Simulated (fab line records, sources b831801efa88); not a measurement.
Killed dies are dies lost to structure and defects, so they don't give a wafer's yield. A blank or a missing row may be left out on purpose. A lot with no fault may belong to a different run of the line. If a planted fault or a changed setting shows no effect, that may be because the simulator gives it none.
A struck lot beside a sound one	flow sky130	16 steps out of a route of 708
Sound: wafers L746.1, L746.2, L746.6. Wafers struck: L750.1, L750.2, L750.4. The cause is given at the end.
Per side, at each step with rows, come the tool, then ch with its chambers, and then its first start. Under that, the readings that differ: sound wafers	struck wafers	difference of the means	sigmas: that difference in standard deviations of wafers without a fault.
alike: readings with means less than 2 such deviations apart, plus words and numbers identical on both sides. not compared: withheld readings, readings lacking a value on some wafer, bounds such as >300 that could conceal the same value, and numbers that have no deviation in the record and whose values overlap.
A row with sigmas, a row that says differs or no value, or rows on one side alone: a step with any of these is where the two part. When numbers do not overlap yet have no deviation, they are printed without sigmas and do not part them. A reading missing from all wafers of one side parts the sides only when that side holds two or more wafers.

first, 2 steps without rows for these wafers: SKY_VT_ADJUST_LVTN_PEB_16; SKY_VT_ADJUST_LVTN_DEVELOP_17 (develop time 60 s).
SKY_VT_ADJUST_LVTN_OVL_MEAS_18:
  struck on overlay-01, day 10 12:08; sound on overlay-01, day 9 12:32
  alike: VT_ADJUST_LVTN_01_OVL
then, 1 step without rows for these wafers: SKY_VT_ADJUST_LVTN_IMPLANT_19.
SKY_VT_ADJUST_LVTN_STRIP_20: strips in O2/N2.
  sound on plasma asher-01 ch 0,1, day 9 12:43; struck on plasma asher-01 ch 0,1, day 10 12:19
  alike: drypump motor current A, oes product au, strip time to endpoint s
  not compared: rf hours counter h
SKY_VT_ADJUST_LVTN_TW_MEAS_21:
  struck on film metro-02, day 10 12:25; sound on film metro-02, day 9 12:49
  alike: VT_ADJUST_LVTN_2_TW
then, 6 steps without rows for these wafers: SKY_VT_ADJUST_NCORE_DEHYDRATE_00 (time 60 s); SKY_VT_ADJUST_NCORE_HMDS_01 (prime time 60 s); SKY_VT_ADJUST_NCORE_COAT_02 (resist thk 1140 nm); SKY_VT_ADJUST_NCORE_SOFTBAKE_03 (time 60 s); SKY_VT_ADJUST_NCORE_EXPOSE_04 (exposes mask LVTN COMPLEMENT THIN, target cd 380 nm); SKY_VT_ADJUST_NCORE_PEB_05.
SKY_VT_ADJUST_NCORE_DEVELOP_06: develop time 60 s.
  sound on litho track-03 ch 0, day 10 10:44; struck on litho track-01 ch 0, day 11 10:47
SKY_VT_ADJUST_NCORE_CD_MEAS_07: the cd target is 380 nm.
  struck on cd sem-02, day 11 10:56; sound on cd sem-02, day 10 10:53
reading	sound	struck	difference	sigmas
cd nm (nm)	379.8 378.9 379.6	389.1 388.1 388.9	+9.3	+5
SKY_VT_ADJUST_NCORE_OVL_MEAS_08:
  struck on overlay-02, day 11 11:03; sound on overlay-01, day 10 11:00
  alike: VT_ADJUST_NCORE_OVL
-- here the record skips 37 days between the struck wafers' starts before and after, leaving off in module VT_ADJUST_NCORE and picking up in module PAD_OPEN (first step shown: number 708 of the route) --
SKY_PAD_OPEN_PROBE_99:
  struck on prober-02, day 48 05:16; sound on prober-02, day 47 08:04
  alike: killed_at_M0_to_M3, killed_at_M4_up, killed at contacts, killed at front end, killed at other, killed dies, killed on rim, killed open, killed short

## WHERE THEY PART
Only at SKY_VT_ADJUST_NCORE_CD_MEAS_07, as far as this record shows. Later steps at which nothing parts them and some readings are alike: SKY_VT_ADJUST_NCORE_OVL_MEAS_08, SKY_PAD_OPEN_PROBE_99.

WHY: the cause the simulator had injected
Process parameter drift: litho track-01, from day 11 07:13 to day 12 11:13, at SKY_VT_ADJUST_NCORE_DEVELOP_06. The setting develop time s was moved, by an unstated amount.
